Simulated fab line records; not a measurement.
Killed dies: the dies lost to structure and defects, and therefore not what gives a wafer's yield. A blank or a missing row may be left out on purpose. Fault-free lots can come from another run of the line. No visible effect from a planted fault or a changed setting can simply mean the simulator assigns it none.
fab line records | flow gf180mcu
[record] lots = 14 | wafers = 42 | last_day = 34
route steps=602 shown MVPSD@87 V3@445 MIM@522 V5@542
lots that met no fault: from a run of the same line without faults
start_h: hours from the record's first day to the start of the lot's first wafer shown | wait_h: hours from the lot's prior step to this one | " as in the row above | L1.1+2: several wafers, shown together as one row | - either no value or no given start | * or withheld: withheld | < > ~ a bound
route shown NAME@n: NAME is a module with steps in the file, n the number in the route of the first one | usual: average and standard deviation across the fault-free wafers | same: alike in all rows | chamber/n: place in a boat | sites: per-site readings | _std_site: standard deviation of those values | _edge_site: outer sites' mean less inner sites' | radius_mm: for every site, how far away it sits from the centre of the wafer | mask NAME#n: copy n | behind: tool/chamber where the wafer was last shaped | hold: the reason the lot was held/the length of the hold in hours/how it ended | device: which transistor (n, p or np) failed to switch | end of line: at the end of the route, the tests of the same wafers | step lacking rows: just its recipe | killed: count of dies lost to structure and defects at first sort (not the wafer's yield) | map: the dies of a wafer, with x for killed, . for not killed, _ for no die there
set.NAME: the run value of the setting; set.NAME@STEP: its run value at that earlier step | model.NAME: the simulator's own value behind a step, which no gauge read
route steps across a sampled set of lots; one table per step, one row per wafer
services: the hour from which a tool's chamber was out of use, counted from the record's first day as start_h (under 0 if before that day), plus the number of hours and why
[[steps]]
[step GF_MVPSD_IMPLANT_09]
[recipe] species = B | energy_kev = 40 | dose_cm2 = 5e+12 | tilt_deg = 0
[usual] beam_energy_keV = 40.000/0.012 | beam_on_s = 10.00/0.2
lot.wafer | tool         | chamber | start_h | wait_h | beam_energy_keV | beam_on_s
L209.1    | implanter-01 | 0       | 96.43   | 0.1    | 40.008          | 10.02
L209.3    | "            | 0       | "       | "      | 39.989          | 10.32
L209.5    | "            | 0       | "       | "      | 39.978          | 10.09
L211.1    | implanter-02 | 0       | 107.87  | 0.1    | 40.000          | 9.81
L211.3    | "            | 0       | "       | "      | 40.006          | 9.82
L211.4    | "            | 0       | "       | "      | 40.007          | 9.84
L212.1    | implanter-04 | 0       | 112.35  | 0.1    | 40.001          | 10.28
L212.3    | "            | 0       | "       | "      | 39.993          | 10.11
L212.4    | "            | 0       | "       | "      | 39.994          | 10.04
L213.3    | implanter-01 | 0       | 118.47  | 0.1    | 40.006          | 10.22
L213.5    | "            | 0       | "       | "      | 39.999          | 9.70
L213.6    | "            | 0       | "       | "      | 40.009          | 9.74
L216.2    | implanter-02 | 0       | 137.75  | 0.1    | 39.981          | 10.27
L216.4    | "            | 0       | "       | "      | 40.005          | 10.09
L216.5    | "            | 0       | "       | "      | 39.986          | 10.24
L217.3    | implanter-01 | -       | 142.19  | 0.1    | -               | -
L217.4    | "            | -       | "       | "      | -               | -
L217.6    | "            | -       | "       | "      | -               | -
L218.2    | implanter-02 | -       | 151.75  | 0.1    | -               | -
L218.3    | "            | -       | "       | "      | -               | -
L218.5    | "            | -       | "       | "      | -               | -
L223.1    | implanter-04 | 0       | 183.09  | 0.1    | 39.994          | 10.06
L223.5    | "            | 0       | "       | "      | 40.011          | 10.13
L223.6    | "            | 0       | "       | "      | 39.978          | 9.91
L225.3    | implanter-02 | 0       | 193.57  | 0.1    | 39.997          | 9.97
L225.5    | "            | 0       | "       | "      | 39.988          | 9.96
L225.6    | "            | 0       | "       | "      | 39.984          | 10.24
L224.1    | implanter-01 | 0       | 193.87  | 0.1    | 40.008          | 9.88
L224.4    | "            | 0       | "       | "      | 40.000          | 10.12
L224.6    | "            | 0       | "       | "      | 39.993          | 9.95
L227.3    | implanter-02 | 0       | 202.82  | 0.1    | 40.008          | 10.34
L227.4    | "            | 0       | "       | "      | 40.008          | 10.03
L227.5    | "            | 0       | "       | "      | 40.010          | 9.88
L228.3    | implanter-01 | 0       | 209.32  | 0.1    | 39.987          | 9.75
L228.4    | "            | 0       | "       | "      | 40.007          | 10.08
L228.6    | "            | 0       | "       | "      | 40.011          | 10.12
L229.2    | implanter-02 | 0       | 215.09  | 0.1    | 40.003          | 10.23
L229.3    | "            | 0       | "       | "      | 40.013          | 10.23
L229.4    | "            | 0       | "       | "      | 40.008          | 10.43
L230.2    | implanter-04 | 0       | 230.32  | 0.1    | 40.001          | 10.13
L230.4    | "            | 0       | "       | "      | 39.997          | 9.83
L230.6    | "            | 0       | "       | "      | 39.988          | 10.22
[step GF_MVPSD_TW_MEAS_11]
[usual] MVPSD_TW = 557.2/2.8
lot.wafer | tool          | chamber | start_h | wait_h | hold                     | MVPSD_TW
L209.1    | film_metro-03 | -       | 96.68   | 0.1    | -                        | 558.3
L209.3    | "             | -       | "       | "      | -                        | 559.3
L209.5    | "             | -       | "       | "      | -                        | 556.6
L211.1    | film_metro-03 | -       | 108.12  | 0.1    | -                        | 557.4
L211.3    | "             | -       | "       | "      | -                        | 555.0
L211.4    | "             | -       | "       | "      | -                        | 556.3
L212.1    | film_metro-04 | -       | 112.60  | 0.1    | -                        | 554.1
L212.3    | "             | -       | "       | "      | -                        | 553.5
L212.4    | "             | -       | "       | "      | -                        | 556.0
L213.3    | film_metro-03 | -       | 118.69  | 0.1    | -                        | 557.7
L213.5    | "             | -       | "       | "      | -                        | 554.7
L213.6    | "             | -       | "       | "      | -                        | 554.9
L216.2    | film_metro-01 | -       | 137.99  | 0.1    | -                        | 562.8
L216.4    | "             | -       | "       | "      | -                        | 561.2
L216.5    | "             | -       | "       | "      | -                        | 561.8
L217.3    | film_metro-04 | -       | 142.41  | 0.1    | await_dispo/0.2h/release | 524.6
L217.4    | "             | -       | "       | "      | await_dispo/0.2h/release | 525.9
L217.6    | "             | -       | "       | "      | await_dispo/0.2h/release | 520.2
L217.3    | film_metro-04 | -       | 142.64  | 0.2    | -                        | 524.9
L217.4    | "             | -       | "       | "      | -                        | 520.9
L217.6    | "             | -       | "       | "      | -                        | 524.9
L218.2    | film_metro-04 | -       | 151.99  | 0.1    | await_dispo/0.2h/release | 522.5
L218.3    | "             | -       | "       | "      | await_dispo/0.2h/release | 519.1
L218.5    | "             | -       | "       | "      | await_dispo/0.2h/release | 520.9
L218.2    | film_metro-04 | -       | 152.21  | 0.2    | -                        | 520.6
L218.3    | "             | -       | "       | "      | -                        | 522.0
L218.5    | "             | -       | "       | "      | -                        | 521.6
L223.1    | film_metro-04 | -       | 183.34  | 0.1    | -                        | 557.0
L223.5    | "             | -       | "       | "      | -                        | 556.4
L223.6    | "             | -       | "       | "      | -                        | 557.0
L225.3    | film_metro-04 | -       | 193.79  | 0.1    | -                        | 558.2
L225.5    | "             | -       | "       | "      | -                        | 556.0
L225.6    | "             | -       | "       | "      | -                        | 557.6
L224.1    | film_metro-04 | -       | 194.12  | 0.1    | -                        | 560.9
L224.4    | "             | -       | "       | "      | -                        | 561.4
L224.6    | "             | -       | "       | "      | -                        | 560.6
L227.3    | film_metro-01 | -       | 203.04  | 0.1    | -                        | 559.2
L227.4    | "             | -       | "       | "      | -                        | 558.0
L227.5    | "             | -       | "       | "      | -                        | 556.4
L228.3    | film_metro-04 | -       | 209.54  | 0.1    | -                        | 561.5
L228.4    | "             | -       | "       | "      | -                        | 557.3
L228.6    | "             | -       | "       | "      | -                        | 561.9
L229.2    | film_metro-03 | -       | 215.33  | 0.1    | -                        | 555.9
L229.3    | "             | -       | "       | "      | -                        | 557.0
L229.4    | "             | -       | "       | "      | -                        | 560.1
L230.2    | film_metro-03 | -       | 230.55  | 0.1    | -                        | 561.2
L230.4    | "             | -       | "       | "      | -                        | 558.6
L230.6    | "             | -       | "       | "      | -                        | 557.9
[step GF_VT_IMPLANT_RS_MEAS_49]
[recipe] thk_meas_gauge = four-point-probe
[usual] MVPSD_RS = 1169.2/2.5
lot.wafer | tool          | chamber | start_h | wait_h | hold                     | MVPSD_RS[ohm/sq]
L209.1    | film_metro-01 | -       | 155.71  | 0.1    | -                        | 1169.6
L209.3    | "             | -       | "       | "      | -                        | 1167.8
L209.5    | "             | -       | "       | "      | -                        | 1172.5
L211.1    | film_metro-04 | -       | 169.00  | 0.1    | -                        | 1171.3
L211.3    | "             | -       | "       | "      | -                        | 1171.7
L211.4    | "             | -       | "       | "      | -                        | 1171.4
L212.1    | film_metro-03 | -       | 174.60  | 0.1    | -                        | 1175.5
L212.3    | "             | -       | "       | "      | -                        | 1175.7
L212.4    | "             | -       | "       | "      | -                        | 1174.5
L213.3    | film_metro-01 | -       | 181.35  | 0.1    | -                        | 1167.2
L213.5    | "             | -       | "       | "      | -                        | 1168.6
L213.6    | "             | -       | "       | "      | -                        | 1164.6
L216.2    | film_metro-03 | -       | 202.63  | 0.1    | -                        | 1168.0
L216.4    | "             | -       | "       | "      | -                        | 1164.4
L216.5    | "             | -       | "       | "      | -                        | 1167.6
L217.3    | film_metro-01 | -       | 206.41  | 0.1    | await_dispo/0.2h/release | 1543.8
L217.4    | "             | -       | "       | "      | await_dispo/0.2h/release | 1542.1
L217.6    | "             | -       | "       | "      | await_dispo/0.2h/release | 1542.4
L217.3    | film_metro-01 | -       | 206.70  | 0.3    | -                        | 1543.2
L217.4    | "             | -       | "       | "      | -                        | 1546.2
L217.6    | "             | -       | "       | "      | -                        | 1542.2
L218.2    | film_metro-01 | -       | 219.27  | 0.1    | await_dispo/0.2h/release | 1535.5
L218.3    | "             | -       | "       | "      | await_dispo/0.2h/release | 1538.2
L218.5    | "             | -       | "       | "      | await_dispo/0.2h/release | 1535.9
L218.2    | film_metro-01 | -       | 219.56  | 0.3    | -                        | 1535.8
L218.3    | "             | -       | "       | "      | -                        | 1539.6
L218.5    | "             | -       | "       | "      | -                        | 1537.2
L223.1    | film_metro-03 | -       | 253.35  | 0.1    | -                        | 1166.7
L223.5    | "             | -       | "       | "      | -                        | 1165.7
L223.6    | "             | -       | "       | "      | -                        | 1166.8
L225.3    | film_metro-04 | -       | 266.35  | 0.1    | -                        | 1166.8
L225.5    | "             | -       | "       | "      | -                        | 1167.0
L225.6    | "             | -       | "       | "      | -                        | 1169.7
L224.1    | film_metro-04 | -       | 266.94  | 0.1    | -                        | 1171.4
L224.4    | "             | -       | "       | "      | -                        | 1171.0
L224.6    | "             | -       | "       | "      | -                        | 1170.0
L227.3    | film_metro-04 | -       | 276.79  | 0.1    | -                        | 1167.6
L227.4    | "             | -       | "       | "      | -                        | 1169.8
L227.5    | "             | -       | "       | "      | -                        | 1168.9
L228.3    | film_metro-04 | -       | 285.09  | 0.1    | -                        | 1166.1
L228.4    | "             | -       | "       | "      | -                        | 1172.4
L228.6    | "             | -       | "       | "      | -                        | 1169.3
L229.2    | film_metro-04 | -       | 291.17  | 0.1    | -                        | 1168.1
L229.3    | "             | -       | "       | "      | -                        | 1169.8
L229.4    | "             | -       | "       | "      | -                        | 1166.6
L230.2    | film_metro-04 | -       | 308.27  | 0.1    | -                        | 1168.6
L230.4    | "             | -       | "       | "      | -                        | 1170.4
L230.6    | "             | -       | "       | "      | -                        | 1168.0
[step GF_V3_ETCH_16]
[recipe] chemistry = N2/H2 | target_depth_a = withheld | overetch_a = withheld | time_s = withheld | target = BARC | ion_energy_ev = 200 | source_w = 500 | bias_w = 100 | pressure_mtorr = 30 | n2_flow_sccm = 100 | h2_flow_sccm = 200
[usual] drypump_motor_current_A = 5.7/0.44 | h2_flow_sccm = 200.0/0.6 | oes_product_au = 0.855/0.0044 | throttle_valve_pct = 13.224/0.0089
lot.wafer | tool        | chamber | start_h | wait_h | drypump_motor_current_A | h2_flow_sccm | oes_product_au | throttle_valve_pct
L209.1    | rie_diel-04 | 3       | 512.19  | 0.0    | 5.7                     | 200.4        | 0.862          | 13.217
L209.3    | "           | 1       | "       | "      | 5.6                     | 199.3        | 0.855          | 13.209
L209.5    | "           | 3       | "       | "      | 5.7                     | 199.9        | 0.852          | 13.220
L211.1    | rie_diel-04 | 0       | 526.73  | 0.0    | 5.3                     | 200.1        | 0.857          | 13.228
L211.3    | "           | 3       | "       | "      | 5.7                     | 199.6        | 0.856          | 13.232
L211.4    | "           | 1       | "       | "      | 5.6                     | 199.8        | 0.855          | 13.209
L212.1    | rie_diel-03 | 1       | 536.45  | 0.0    | 5.0                     | 200.1        | 0.856          | 13.235
L212.3    | "           | 2       | "       | "      | 5.8                     | 200.1        | 0.858          | 13.215
L212.4    | "           | 2       | "       | "      | 5.8                     | 200.0        | 0.849          | 13.225
L213.3    | rie_diel-03 | 1       | 544.13  | 0.0    | 5.0                     | 198.5        | 0.856          | 13.228
L213.5    | "           | 2       | "       | "      | 5.8                     | 199.9        | 0.856          | 13.226
L213.6    | "           | 0       | "       | "      | 5.8                     | 199.4        | 0.855          | 13.214
L216.2    | rie_diel-01 | 0       | 575.27  | 0.0    | 5.4                     | 201.2        | 0.857          | 13.233
L216.4    | "           | 3       | "       | "      | 6.5                     | 200.8        | 0.853          | 13.213
L216.5    | "           | 1       | "       | "      | 5.4                     | 199.3        | 0.849          | 13.241
L223.1    | rie_diel-01 | 3       | 628.35  | 0.0    | 6.5                     | 198.7        | 0.861          | 13.231
L223.5    | "           | 2       | "       | "      | 6.4                     | 200.6        | 0.851          | 13.212
L223.6    | "           | 3       | "       | "      | 6.5                     | 200.1        | 0.862          | 13.218
L225.3    | rie_diel-03 | 3       | 643.74  | 0.0    | 5.7                     | 199.7        | 0.854          | 13.222
L225.5    | "           | 3       | "       | "      | 5.7                     | 199.9        | 0.856          | 13.242
L225.6    | "           | 1       | "       | "      | 4.9                     | 198.9        | 0.856          | 13.216
L224.1    | rie_diel-04 | 0       | 648.30  | 0.0    | 5.3                     | 199.9        | 0.856          | 13.221
L224.4    | "           | 1       | "       | "      | 5.6                     | 199.9        | 0.859          | 13.225
L224.6    | "           | 3       | "       | "      | 5.7                     | 199.4        | 0.859          | 13.225
L227.3    | rie_diel-03 | 0       | 653.43  | 0.0    | 5.8                     | 199.3        | 0.862          | 13.225
L227.4    | "           | 1       | "       | "      | 5.0                     | 201.1        | 0.858          | 13.227
L227.5    | "           | 2       | "       | "      | 5.8                     | 200.8        | 0.848          | 13.228
L228.3    | rie_diel-01 | 0       | 661.25  | 0.0    | 5.4                     | 200.4        | 0.861          | 13.239
L228.4    | "           | 0       | "       | "      | 5.4                     | 200.5        | 0.851          | 13.224
L228.6    | "           | 2       | "       | "      | 6.3                     | 201.0        | 0.861          | 13.231
L229.2    | rie_diel-01 | 3       | 668.54  | 0.0    | 6.5                     | 200.4        | 0.858          | 13.225
L229.3    | "           | 0       | "       | "      | 5.4                     | 199.7        | 0.851          | 13.241
L229.4    | "           | 0       | "       | "      | 5.4                     | 199.2        | 0.852          | 13.221
L230.2    | rie_diel-04 | 0       | 683.84  | 0.0    | 5.3                     | 200.0        | 0.853          | 13.221
L230.4    | "           | 3       | "       | "      | 5.7                     | 198.2        | 0.850          | 13.214
L230.6    | "           | 2       | "       | "      | 5.7                     | 200.5        | 0.852          | 13.238
[step GF_MIM_METAL_ETCH_19]
[recipe] chemistry = Cl2/BCl3 | mask_material = NOVOLAK | stop_on = Si3N4 | target_depth_nm = 324.5 | pressure_mtorr = 8 | icp_w = 800 | bias_w = 140 | Cl2_flow_sccm = 80 | bcl3_flow_sccm = 40 | time_s = 54.1
[usual] drypump_motor_current_A = 5.74/0.29 | oes_product_au = 0.947/0.0072 | throttle_valve_pct = 28.278/0.0096
lot.wafer | tool         | chamber | start_h | wait_h | drypump_motor_current_A | oes_product_au | rf_hours_counter_h | throttle_valve_pct
L209.1    | rie_metal-01 | 0       | 583.88  | 0.1    | 5.78                    | 0.964          | 1                  | 28.273
L209.3    | "            | 1       | "       | "      | 5.82                    | 0.951          | -                  | 28.280
L209.5    | "            | 0       | "       | "      | 5.74                    | 0.953          | -                  | 28.271
L211.1    | rie_metal-03 | 0       | 598.20  | 0.1    | 6.38                    | 0.948          | 10                 | 28.276
L211.3    | "            | 1       | "       | "      | 5.57                    | 0.949          | -                  | 28.275
L211.4    | "            | 0       | "       | "      | 6.40                    | 0.945          | -                  | 28.272
L212.1    | rie_metal-03 | 1       | 608.00  | 0.1    | 5.55                    | 0.949          | 6                  | 28.270
L212.3    | "            | 0       | "       | "      | 6.30                    | 0.952          | -                  | 28.270
L212.4    | "            | 1       | "       | "      | 5.60                    | 0.942          | -                  | 28.277
L213.3    | rie_metal-03 | 0       | 613.97  | 0.1    | 6.30                    | 0.939          | -                  | 28.278
L213.5    | "            | 0       | "       | "      | 6.31                    | 0.954          | -                  | 28.287
L213.6    | "            | 1       | "       | "      | 5.56                    | 0.954          | -                  | 28.258
L216.2    | rie_metal-04 | 1       | 642.64  | 0.1    | 5.28                    | 0.939          | 10                 | 28.302
L216.4    | "            | 1       | "       | "      | 5.28                    | 0.950          | -                  | 28.268
L216.5    | "            | 1       | "       | "      | 5.30                    | 0.937          | -                  | 28.298
L223.1    | rie_metal-01 | 0       | 691.73  | 0.1    | 5.76                    | 0.946          | 5                  | 28.269
L223.5    | "            | 0       | "       | "      | 5.75                    | 0.940          | -                  | 28.270
L223.6    | "            | 1       | "       | "      | 5.86                    | 0.955          | -                  | 28.289
L225.3    | rie_metal-03 | 1       | 706.69  | 0.1    | 5.54                    | 0.957          | -                  | 28.285
L225.5    | "            | 1       | "       | "      | 5.56                    | 0.943          | -                  | 28.279
L225.6    | "            | 1       | "       | "      | 5.53                    | 0.944          | -                  | 28.272
L224.1    | rie_metal-04 | 0       | 709.68  | 0.1    | 5.73                    | 0.952          | 9                  | 28.275
L224.4    | "            | 1       | "       | "      | 5.30                    | 0.965          | -                  | 28.265
L224.6    | "            | 1       | "       | "      | 5.30                    | 0.952          | -                  | 28.268
L227.3    | rie_metal-03 | 1       | 713.59  | 0.1    | 5.52                    | 0.948          | -                  | 28.265
L227.4    | "            | 1       | "       | "      | 5.52                    | 0.928          | -                  | 28.287
L227.5    | "            | 1       | "       | "      | 5.51                    | 0.947          | -                  | 28.282
L228.3    | rie_metal-03 | 1       | 721.55  | 0.1    | 5.55                    | 0.955          | -                  | 28.278
L228.4    | "            | 1       | "       | "      | 5.57                    | 0.944          | -                  | 28.279
L228.6    | "            | 1       | "       | "      | 5.56                    | 0.948          | -                  | 28.272
L229.2    | rie_metal-01 | 0       | 728.26  | 0.1    | 5.77                    | 0.956          | -                  | 28.299
L229.3    | "            | 0       | "       | "      | 5.78                    | 0.954          | -                  | 28.275
L229.4    | "            | 0       | "       | "      | 5.77                    | 0.944          | -                  | 28.284
L230.2    | rie_metal-01 | 0       | 740.98  | 0.1    | 5.76                    | 0.943          | 8                  | 28.275
L230.4    | "            | 1       | "       | "      | 5.84                    | 0.943          | -                  | 28.270
L230.6    | "            | 0       | "       | "      | 5.75                    | 0.939          | -                  | 28.272
[step GF_V5_CVD_02]
[recipe] material = SiO2 | target_thk_nm = 1450 | precursor = TEOS | temp_c = 400 | time_s = 163.28 | rf_w = 600
[usual] heater_power_w = 655/120
lot.wafer | tool     | chamber | start_h | wait_h | heater_power_w | since_wet_clean_h
L209.1    | pecvd-03 | 1       | 606.38  | 0.1    | 801            | 432
L209.3    | "        | 0       | "       | "      | 814            | 432
L209.5    | "        | 1       | "       | "      | 654            | -
L211.1    | pecvd-03 | 2       | 619.95  | 0.1    | 581            | 445
L211.3    | "        | 1       | "       | "      | 701            | 445
L211.4    | "        | 0       | "       | "      | 906            | -
L212.1    | pecvd-03 | 2       | 629.59  | 0.1    | 534            | 455
L212.3    | "        | 0       | "       | "      | 894            | 455
L212.4    | "        | 0       | "       | "      | 735            | -
L213.3    | pecvd-03 | 1       | 636.16  | 0.0    | 664            | 462
L213.5    | "        | 1       | "       | "      | 775            | -
L213.6    | "        | 2       | "       | "      | 609            | -
L216.2    | pecvd-03 | 2       | 663.50  | 0.0    | 509            | 489
L216.4    | "        | 1       | "       | "      | 819            | -
L216.5    | "        | 2       | "       | "      | 588            | -
L223.1    | pecvd-01 | 2       | 711.10  | 0.1    | 725            | 745
L223.5    | "        | 2       | "       | "      | 593            | -
L223.6    | "        | 1       | "       | "      | 460            | -
L225.3    | pecvd-03 | 2       | 726.06  | 0.0    | 569            | 551
L225.5    | "        | 0       | "       | "      | 720            | -
L225.6    | "        | 2       | "       | "      | 597            | -
L224.1    | pecvd-01 | 0       | 728.66  | 0.1    | 658            | 762
L224.4    | "        | 0       | "       | "      | 565            | -
L224.6    | "        | 2       | "       | "      | 735            | -
L227.3    | pecvd-04 | 1       | 732.85  | 0.0    | 649            | 350
L227.4    | "        | 2       | "       | "      | 613            | -
L227.5    | "        | 0       | "       | "      | 665            | -
L228.3    | pecvd-03 | 1       | 739.85  | 0.0    | 672            | 565
L228.4    | "        | 2       | "       | "      | 581            | -
L228.6    | "        | 1       | "       | "      | 756            | -
L229.2    | pecvd-03 | 2       | 746.54  | 0.0    | 590            | 572
L229.3    | "        | 0       | "       | "      | 859            | 572
L229.4    | "        | 1       | "       | "      | 819            | -
L230.2    | pecvd-01 | 1       | 759.43  | 0.0    | 544            | 793
L230.4    | "        | 2       | "       | "      | 704            | -
L230.6    | "        | 0       | "       | "      | 567            | -
[[services]]
tool         | chamber | start_h | hours | kind
rie_metal-03 | -       | 98.00   | 28.1  | pm
implanter-01 | -       | 139.27  | 2.2   | repair
pecvd-03     | -       | 160.62  | 14.0  | pm
implanter-02 | -       | 170.59  | 11.1  | pm
pecvd-03     | -       | 178.34  | 0.9   | repair
implanter-01 | -       | 206.55  | 0.7   | repair
pecvd-03     | 1       | 219.35  | 4.3   | repair
implanter-01 | -       | 240.17  | 3.3   | repair
pecvd-03     | -       | 244.69  | 6.0   | pm
rie_metal-03 | -       | 250.36  | 16.5  | repair
implanter-02 | -       | 300.41  | 1.9   | repair
pecvd-03     | -       | 318.62  | 28.1  | pm
implanter-02 | -       | 363.28  | 28.5  | repair
implanter-02 | -       | 383.48  | 0.7   | repair
pecvd-03     | -       | 387.98  | 1.2   | repair
implanter-02 | -       | 426.50  | 2.5   | repair
rie_metal-03 | 0       | 492.56  | 1.9   | repair
implanter-02 | -       | 541.19  | 3.9   | repair
rie_metal-03 | -       | 596.79  | 0.4   | repair
pecvd-03     | -       | 648.62  | 1.8   | repair
implanter-02 | -       | 659.59  | 5.6   | pm
rie_metal-03 | -       | 669.41  | 2.8   | pm
implanter-02 | -       | 729.99  | 1.8   | repair
implanter-02 | -       | 756.81  | 2.1   | repair
[[key]]
[first_sign] step = GF_MVPSD_IMPLANT_09 | reading = tool_record | direction = missing
[effect] step = GF_MVPSD_TW_MEAS_11 | reading = visit | direction = added
[effect] step = GF_MVPSD_TW_MEAS_11 | reading = MVPSD_TW | direction = down | sigmas = 12 | usual = 557.2 | struck = 522.2
[effect] step = GF_VT_IMPLANT_RS_MEAS_49 | reading = MVPSD_RS | direction = up | sigmas = 99+ | usual = 1169.2 | struck = 1539.7
met_at GF_MVPSD_IMPLANT_09
struck_lots L217,L218
later_rows_left_out L217.3,L217.4,L217.6,L218.2,L218.3,L218.5
sort_left_out L217.3,L217.4,L217.6,L218.2,L218.3,L218.5
tester_left_out L217,L218
not_acting_at GF_V3_ETCH_16,GF_MIM_METAL_ETCH_19,GF_V5_CVD_02
onset_between 137.75 142.19
[fault] kind = skipped_step_whole | tool = implanter-01,implanter-02 | chamber = - | onset_h = 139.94 | steps = GF_MVPSD_IMPLANT_09 | scope = struck_lots_only
// tester_left_out: of these lots the tester's yield and bins aren't shown, on N5 and GAA mostly nor the transistor test; their killed dies are dies lost to structure and defects alone, not to doping, threshold or leakage, so they don't give the yield
// sort_left_out: the simulated sort isn't trusted on such a fault, so these wafers' sort isn't shown, and their yield isn't known
// later_rows_left_out: the simulator's readings of these wafers behind a module that went badly wrong aren't trusted and aren't shown, but for the sort
